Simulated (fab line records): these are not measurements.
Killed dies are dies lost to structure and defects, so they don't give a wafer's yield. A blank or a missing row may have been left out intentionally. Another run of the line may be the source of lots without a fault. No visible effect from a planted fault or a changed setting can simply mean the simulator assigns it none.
Chamber matching	flow gf180mcu	pecvd-02 running GF_MIM_CVD_05: 3 sister chambers
The step deposits Si3N4, target thk 42 nm, time 29.086 s. 6 wafers are shown with their chamber, then 11 later ones without.

## WAFERS, EACH WITH ITS CHAMBER
wafer	chamber	heater-power-outer-w (W)	heater-power-w (W)
L085.6	0	501	702
L086.2	0	546	763
L088.1	1	350	635
L088.4	2	283	574
L088.5	1	347	640
L089.1	2	333	634

## WAFERS WITH NO CHAMBER GIVEN
wafer	heater-power-outer-w (W)	heater-power-w (W)
L089.5	305	566
L089.6	513	705
L092.1	374	644
L092.3	354	660
L092.6	531	724
L093.1	468	649
L093.2	305	569
L093.4	459	653
L094.1	562	728
L094.2	308	611
L094.4	333	601

## WHICH CHAMBER EACH WENT THROUGH
wafer	from the rows above	in truth
L089.5	can't be placed: 2 or 1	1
L089.6	0	0
L092.1	can't be placed: 1 or 2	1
L092.3	can't be placed: 1 or 2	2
L092.6	0	0
L093.1	can't be placed: 0 or 1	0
L093.2	can't be placed: 2 or 1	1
L093.4	can't be placed: 0 or 1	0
L094.1	0	0
L094.2	can't be placed: 2 or 1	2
L094.4	can't be placed: 2 or 1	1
3 of 11 placed correctly. Can't be placed from these rows: 8 (the true chamber is among the candidates in 8). Wrongly placed: 0.
How it was worked out, from the rows above alone: a wafer's distance from a chamber is the root of the sum, over the readings, of the square of ((its reading less the chamber's mean) divided by the reading's scatter). If the next closest chamber is less than 2 further off than the closest, the wafer can't be placed; otherwise it belongs to the closest. Each chamber's mean is taken over the wafers shown for it. The scatter is the square root of a quotient: the sum, over the shown wafers, of each reading's squared deviation from its chamber's mean, divided by wafers minus chambers.
